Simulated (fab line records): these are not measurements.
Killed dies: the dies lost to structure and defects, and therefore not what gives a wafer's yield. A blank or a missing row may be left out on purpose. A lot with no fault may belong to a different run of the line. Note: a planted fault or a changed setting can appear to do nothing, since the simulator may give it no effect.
Split-lot study :: flow sky130 :: 5 lots, 23 wafers read, on a route of 708 steps

== ON THE SPLIT ==
At SKY_NWELL_IMPLANT_24, the setting dose cm2 was moved away from the recipe's 9.2e+12 on 9 of the 23 wafers read, by -5.6% to +6.8%. All remaining wafers had this setting at the recipe value.

== FROM SPLIT TO READING: 1 step shown by the file between the two ==
- SKY_NWELL_STRIP_25: strips in O2/N2

== THE READING ==
NWELL_2_TW, at SKY_NWELL_TW_MEAS_26. A value of 493 with a standard deviation of 3.8 is what fault-free wafers of this fab line usually give.

wafer: L077.2
tool, chamber at the split: implanter-03, 0
dose cm2 as run: 9.2e+12
against the recipe: recipe
NWELL_2_TW: 495
against lot-mates on the recipe: -

wafer: L077.3
tool, chamber at the split: implanter-03, 0
dose cm2 as run: 9.2e+12
against the recipe: recipe
NWELL_2_TW: 496
against lot-mates on the recipe: -

wafer: L077.4
tool, chamber at the split: implanter-03, 0
dose cm2 as run: 9.828e+12
against the recipe: +6.8%
NWELL_2_TW: 504
against lot-mates on the recipe: +8

wafer: L077.5
tool, chamber at the split: implanter-03, 0
dose cm2 as run: 9.828e+12
against the recipe: +6.8%
NWELL_2_TW: 505
against lot-mates on the recipe: +10

wafer: L077.6
tool, chamber at the split: implanter-03, 0
dose cm2 as run: 9.828e+12
against the recipe: +6.8%
NWELL_2_TW: 506
against lot-mates on the recipe: +10

wafer: L078.1
tool, chamber at the split: implanter-02, 0
dose cm2 as run: 8.682e+12
against the recipe: -5.6%
NWELL_2_TW: 484
against lot-mates on the recipe: -8

wafer: L078.2
tool, chamber at the split: implanter-02, 0
dose cm2 as run: 8.682e+12
against the recipe: -5.6%
NWELL_2_TW: 482
against lot-mates on the recipe: -10

wafer: L078.3
tool, chamber at the split: implanter-02, 0
dose cm2 as run: 9.2e+12
against the recipe: recipe
NWELL_2_TW: 491
against lot-mates on the recipe: -

wafer: L078.4
tool, chamber at the split: implanter-02, 0
dose cm2 as run: 8.682e+12
against the recipe: -5.6%
NWELL_2_TW: 483
against lot-mates on the recipe: -9

wafer: L078.5
tool, chamber at the split: implanter-02, 0
dose cm2 as run: 9.2e+12
against the recipe: recipe
NWELL_2_TW: 493
against lot-mates on the recipe: -

wafer: L080.1
tool, chamber at the split: implanter-04, 0
dose cm2 as run: 9.2e+12
against the recipe: recipe
NWELL_2_TW: 498
against lot-mates on the recipe: -

wafer: L080.2
tool, chamber at the split: implanter-04, 0
dose cm2 as run: 9.2e+12
against the recipe: recipe
NWELL_2_TW: 494
against lot-mates on the recipe: -

wafer: L080.4
tool, chamber at the split: implanter-04, 0
dose cm2 as run: 9.2e+12
against the recipe: recipe
NWELL_2_TW: 498
against lot-mates on the recipe: -

wafer: L080.5
tool, chamber at the split: implanter-04, 0
dose cm2 as run: 9.2e+12
against the recipe: recipe
NWELL_2_TW: 492
against lot-mates on the recipe: -

wafer: L080.6
tool, chamber at the split: implanter-04, 0
dose cm2 as run: 9.2e+12
against the recipe: recipe
NWELL_2_TW: 493
against lot-mates on the recipe: -

wafer: L081.1
tool, chamber at the split: implanter-03, 0
dose cm2 as run: 9.503e+12
against the recipe: +3.3%
NWELL_2_TW: 500
against lot-mates on the recipe: +4

wafer: L081.2
tool, chamber at the split: implanter-03, 0
dose cm2 as run: 9.503e+12
against the recipe: +3.3%
NWELL_2_TW: 498
against lot-mates on the recipe: +2

wafer: L081.3
tool, chamber at the split: implanter-03, 0
dose cm2 as run: 9.2e+12
against the recipe: recipe
NWELL_2_TW: 497
against lot-mates on the recipe: -

wafer: L081.5
tool, chamber at the split: implanter-03, 0
dose cm2 as run: 9.2e+12
against the recipe: recipe
NWELL_2_TW: 495
against lot-mates on the recipe: -

wafer: L081.6
tool, chamber at the split: implanter-03, 0
dose cm2 as run: 9.503e+12
against the recipe: +3.3%
NWELL_2_TW: 500
against lot-mates on the recipe: +4

wafer: L082.1
tool, chamber at the split: implanter-04, 0
dose cm2 as run: 9.2e+12
against the recipe: recipe
NWELL_2_TW: 496
against lot-mates on the recipe: -

wafer: L082.4
tool, chamber at the split: implanter-04, 0
dose cm2 as run: 9.2e+12
against the recipe: recipe
NWELL_2_TW: 496
against lot-mates on the recipe: -

wafer: L082.5
tool, chamber at the split: implanter-04, 0
dose cm2 as run: 9.2e+12
against the recipe: recipe
NWELL_2_TW: 494
against lot-mates on the recipe: -

THE FIT
A straight line over all 23 wafers: NWELL_2_TW changes by +1.72 for each +1% of dose cm2; r = +0.95; the points scatter about the line by 2.
The same after taking each lot's own level away (the mean of its wafers on the recipe; 23 wafers): +1.44 for each +1%; r = +0.95; scatter 1.6.
According to that fit, moving dose cm2 by its largest amount changes the reading by 9.8.
The span of the lots' own levels, 492.0 to 496.0, comes to 1.1 times the standard deviation stated above.
Hence the slope depends on the lot-to-lot level, as the two fits are not the same.
Check: for one of the wafers moved furthest among these (+6.8%), held out of the fit, the line's prediction against its lot-mates is +9.69. Against them it came out at +8.5.

== OTHER SPLITS ON THESE WAFERS ==
Note: prior to the reading, these wafers also went through further splits. Each is held against what the fit with the lots' levels taken away leaves over:
other split on the same wafers: SKY_FIELD_ISO_OXIDATION_01 ox time s
wafers away from the commonest value: 15
r with NWELL_2_TW (lot level and that fit taken away): -0.13

other split on the same wafers: SKY_FIELD_ISO_CVD_03 temp c
wafers away from the commonest value: 10
r with NWELL_2_TW (lot level and that fit taken away): +0.11

other split on the same wafers: SKY_FIELD_ISO_DEVELOP_12 dev temp c
wafers away from the commonest value: 11
r with NWELL_2_TW (lot level and that fit taken away): -0.25

other split on the same wafers: SKY_NWELL_IMPLANT_12 energy kev
wafers away from the commonest value: 9
r with NWELL_2_TW (lot level and that fit taken away): -0.02

== THE FILE'S OWN FIT ==
NWELL_2_TW changes by +1.4 for each +1% of dose cm2, r = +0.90.
